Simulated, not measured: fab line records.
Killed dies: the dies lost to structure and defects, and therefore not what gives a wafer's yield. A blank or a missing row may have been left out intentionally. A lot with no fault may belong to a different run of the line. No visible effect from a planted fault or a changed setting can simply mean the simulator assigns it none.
Chamber matching    flow sky130    SKY_FIELD_ISO_ETCH_17 on rieSi-02: 4 sister chambers
The step etches Si in HBr/Cl2/O2, target depth 342 nm, time 97.7 s. 14 wafers are shown with their chamber, then 7 later ones without.

WAFERS WITH THEIR CHAMBER
wafer   chamber  drypumpMotorCurrentA (A)  heBacksideLeakSccm (sccm)  oesProductAu (a.u.)
L999.2  1        5.0                       2.24                       1.005
L999.5  3        5.9                       2.38                       0.996
L999.6  2        6.1                       2.58                       1.009
L103.2  2        6.1                       2.52                       0.993
L103.3  3        5.9                       2.53                       0.993
L103.4  1        5.0                       2.46                       0.994
L105.2  1        5.0                       2.51                       0.995
L105.4  2        6.2                       2.46                       0.993
L105.6  2        6.1                       2.52                       0.993
L107.2  0        5.9                       2.75                       1.008
L107.3  2        6.1                       2.57                       0.984
L107.5  2        6.1                       2.66                       0.996
L109.1  3        5.9                       2.36                       0.990
L109.3  0        5.8                       2.76                       1.006

SIGNATURES (averages over the wafers above)
reading               chamber 0  chamber 1  chamber 2  chamber 3  scatter within a chamber
drypumpMotorCurrentA  5.850      5.000      6.117      5.900      0.0365
heBacksideLeakSccm    2.7550     2.4033     2.5517     2.4233     0.0905
oesProductAu          1.00700    0.99800    0.99467    0.99300    0.00651
Rule: a wafer's distance from a chamber is the root of the sum, over the readings, of the square of ((its reading less the chamber's mean) divided by the reading's scatter). The wafer belongs to the nearest chamber; if the next one is less than 2 further off, it can't be placed. The scatter is the square root of a quotient: the sum, over the shown wafers, of each reading's squared deviation from its chamber's mean, divided by wafers minus chambers.

WAFERS WITHOUT THEIR CHAMBER
wafer   drypumpMotorCurrentA (A)  heBacksideLeakSccm (sccm)  oesProductAu (a.u.)
L109.6  6.1                       2.52                       0.983
L116.3  5.9                       2.61                       0.991
L116.4  6.1                       2.58                       0.999
L116.5  5.0                       2.42                       1.006
L118.3  5.0                       2.49                       1.004
L118.4  5.9                       2.39                       0.996
L118.5  6.1                       2.62                       0.990

CHAMBER TAKEN BY EACH
wafer   from the rows above      in truth
L109.6  2                        2
L116.3  can't be placed: 3 or 0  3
L116.4  2                        2
L116.5  1                        1
L118.3  1                        1
L118.4  3                        3
L118.5  2                        2
Correctly placed: 6 of 7. Cannot be placed on the basis of these rows: 1; the candidates contain the true chamber in 1. 0 placed wrongly.
